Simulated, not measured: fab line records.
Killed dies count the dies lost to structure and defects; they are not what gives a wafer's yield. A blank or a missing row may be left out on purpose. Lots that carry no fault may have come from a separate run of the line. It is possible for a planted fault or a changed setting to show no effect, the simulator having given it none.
Split-lot experiment / flow sky130 / 5 lots, 23 wafers read, on a route of 708 steps

## SPLIT DETAILS
At SKY_LDD_HVN_IMPLANT_08, the setting energy_kev was moved away from the recipe's 60 on 7 of the 23 wafers read, by -4.6% to +5.9%. For the rest of the wafers, this setting stayed at what the recipe calls for.

The reading is taken at the split's own step.

## THE READING
implant.drp_nm (the simulator's own value, which no gauge read), in nm, at SKY_LDD_HVN_IMPLANT_08. No usual value for it is given in the file.

wafer=L074.1; tool, chamber at the split=implanter-01, 0; energy_kev as run=61.7; against the recipe=+2.8%; implant.drp_nm, nm=28.84; against lot-mates on the recipe=+0.69
wafer=L074.2; tool, chamber at the split=implanter-01, 0; energy_kev as run=61.7; against the recipe=+2.8%; implant.drp_nm, nm=28.84; against lot-mates on the recipe=+0.69
wafer=L074.5; tool, chamber at the split=implanter-01, 0; energy_kev as run=61.7; against the recipe=+2.8%; implant.drp_nm, nm=28.84; against lot-mates on the recipe=+0.69
wafer=L074.3; tool, chamber at the split=implanter-01, 0; energy_kev as run=60; against the recipe=recipe; implant.drp_nm, nm=28.15; against lot-mates on the recipe=-
wafer=L074.6; tool, chamber at the split=implanter-01, 0; energy_kev as run=60; against the recipe=recipe; implant.drp_nm, nm=28.15; against lot-mates on the recipe=-
wafer=L079.2; tool, chamber at the split=implanter-04, 0; energy_kev as run=60; against the recipe=recipe; implant.drp_nm, nm=28.15; against lot-mates on the recipe=-
wafer=L079.4; tool, chamber at the split=implanter-04, 0; energy_kev as run=60; against the recipe=recipe; implant.drp_nm, nm=28.15; against lot-mates on the recipe=-
wafer=L079.5; tool, chamber at the split=implanter-04, 0; energy_kev as run=60; against the recipe=recipe; implant.drp_nm, nm=28.15; against lot-mates on the recipe=-
wafer=L082.1; tool, chamber at the split=implanter-04, 0; energy_kev as run=57.22; against the recipe=-4.6%; implant.drp_nm, nm=27.04; against lot-mates on the recipe=-1.11
wafer=L082.2; tool, chamber at the split=implanter-04, 0; energy_kev as run=57.22; against the recipe=-4.6%; implant.drp_nm, nm=27.04; against lot-mates on the recipe=-1.11
wafer=L082.3; tool, chamber at the split=implanter-04, 0; energy_kev as run=60; against the recipe=recipe; implant.drp_nm, nm=28.15; against lot-mates on the recipe=-
wafer=L082.4; tool, chamber at the split=implanter-04, 0; energy_kev as run=60; against the recipe=recipe; implant.drp_nm, nm=28.15; against lot-mates on the recipe=-
wafer=L082.6; tool, chamber at the split=implanter-04, 0; energy_kev as run=60; against the recipe=recipe; implant.drp_nm, nm=28.15; against lot-mates on the recipe=-
wafer=L081.1; tool, chamber at the split=implanter-04, 0; energy_kev as run=60; against the recipe=recipe; implant.drp_nm, nm=28.15; against lot-mates on the recipe=-
wafer=L081.2; tool, chamber at the split=implanter-04, 0; energy_kev as run=60; against the recipe=recipe; implant.drp_nm, nm=28.15; against lot-mates on the recipe=-
wafer=L081.3; tool, chamber at the split=implanter-04, 0; energy_kev as run=60; against the recipe=recipe; implant.drp_nm, nm=28.15; against lot-mates on the recipe=-
wafer=L081.4; tool, chamber at the split=implanter-04, 0; energy_kev as run=60; against the recipe=recipe; implant.drp_nm, nm=28.15; against lot-mates on the recipe=-
wafer=L081.6; tool, chamber at the split=implanter-04, 0; energy_kev as run=60; against the recipe=recipe; implant.drp_nm, nm=28.15; against lot-mates on the recipe=-
wafer=L084.1; tool, chamber at the split=implanter-03, 0; energy_kev as run=60; against the recipe=recipe; implant.drp_nm, nm=28.15; against lot-mates on the recipe=-
wafer=L084.3; tool, chamber at the split=implanter-03, 0; energy_kev as run=60; against the recipe=recipe; implant.drp_nm, nm=28.15; against lot-mates on the recipe=-
wafer=L084.6; tool, chamber at the split=implanter-03, 0; energy_kev as run=60; against the recipe=recipe; implant.drp_nm, nm=28.15; against lot-mates on the recipe=-
wafer=L084.2; tool, chamber at the split=implanter-03, 0; energy_kev as run=63.55; against the recipe=+5.9%; implant.drp_nm, nm=29.6; against lot-mates on the recipe=+1.45
wafer=L084.4; tool, chamber at the split=implanter-03, 0; energy_kev as run=63.55; against the recipe=+5.9%; implant.drp_nm, nm=29.6; against lot-mates on the recipe=+1.45

THE FIT
A straight line over all 23 wafers: implant.drp_nm changes by +0.243 nm for each +1% of energy_kev; r = +1.00; the points scatter about the line by 0.0056 nm.
The same after taking each lot's own level away (the mean of its wafers on the recipe; 23 wafers): +0.243 nm for each +1%; r = +1.00; scatter 0.0056 nm.
Per that fit: largest energy_kev move, reading shift of 1.4 nm.
The lots' own levels span 28.150 to 28.150 nm.
Hence the lot-to-lot level has little effect on the slope; both slopes agree.
Check: +1.44 nm against its lot-mates is what the line predicts for one of the wafers moved furthest among these (+5.9%) when that wafer is left out of the fit. Against them it came out at +1.45 nm.

## FURTHER SPLITS ON THESE WAFERS
Note: prior to the reading, these wafers also went through further splits. Each is held against what the fit with the lots' levels taken away leaves over:
other split on the same wafers=SKY_LDD_P_DEVELOP_06 develop_time_s; wafers away from the commonest value=10; r with implant.drp_nm (lot level and that fit taken away)=-0.20

## THE WHOLE CHAIN: every reading that the file lists as answering this split, in the file's order
step=SKY_LDD_HVN_IMPLANT_08; what it does=; reading=implant.rp_nm (the simulator's own value, which no gauge read); change (the file's fit)=+0.578 nm for each +1% of the setting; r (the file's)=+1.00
step=SKY_LDD_HVN_IMPLANT_08; what it does=; reading=implant.drp_nm (the simulator's own value, which no gauge read); change (the file's fit)=+0.244 nm for each +1% of the setting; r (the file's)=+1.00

## THE FILE'S OWN FIT
implant.drp_nm changes by +0.244 nm for each +1% of energy_kev, r = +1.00.
